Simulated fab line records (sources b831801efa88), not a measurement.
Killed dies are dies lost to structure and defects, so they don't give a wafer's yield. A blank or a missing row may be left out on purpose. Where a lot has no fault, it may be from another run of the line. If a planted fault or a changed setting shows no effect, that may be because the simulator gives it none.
Which tool is to blame? | flow gf180mcu | 6 lots (18 wafers sampled), 1 step of a 602-step route

== WHAT EACH GAUGE READ, for each wafer ==
GF_PSD_RS_MEAS_14: the measuring method here is four-point-probe.
lot  | measured     | on            | NSD_RS (ohm/sq)
L977 | day 15 05:40 | film metro-04 | 46.02 45.94 45.90
L980 | day 16 06:40 | film metro-01 | 46.13 46.12 46.12
L983 | day 17 12:10 | film metro-01 | 46.22 46.26 46.45
L991 | day 20 12:05 | film metro-01 | 46.16 46.18 46.18
L994 | day 21 03:32 | film metro-04 | 46.11 46.08 46.07
L997 | day 22 13:22 | film metro-04 | 46.02 45.95 45.93

== WHICH TOOL RAN EACH LOT (tool, then ch and the chambers of the sampled wafers, then the start) ==
No process step before these readings appears in the record.

== THE ANSWER, worked out from the rows above alone ==
Rule: the lots themselves supply what counts as usual. The widest of any qualifying gaps counts: lots, ordered by their means at a reading, are off when they make up no more than a third of the lots, leave a main group of 4 or more, and stand apart from it by 3 or more times the standard deviation of that group's means. A main group whose means are all the same, to the digits that the tables above print for the reading, isn't used. Also off: a lot with no number at a reading for which 4 or more lots have one. All remaining lots with rows at the step are treated as sound.
Across all readings shown, no lot is off: no conclusion can be drawn from this.

== WHAT THE SIMULATOR PUT IN ==
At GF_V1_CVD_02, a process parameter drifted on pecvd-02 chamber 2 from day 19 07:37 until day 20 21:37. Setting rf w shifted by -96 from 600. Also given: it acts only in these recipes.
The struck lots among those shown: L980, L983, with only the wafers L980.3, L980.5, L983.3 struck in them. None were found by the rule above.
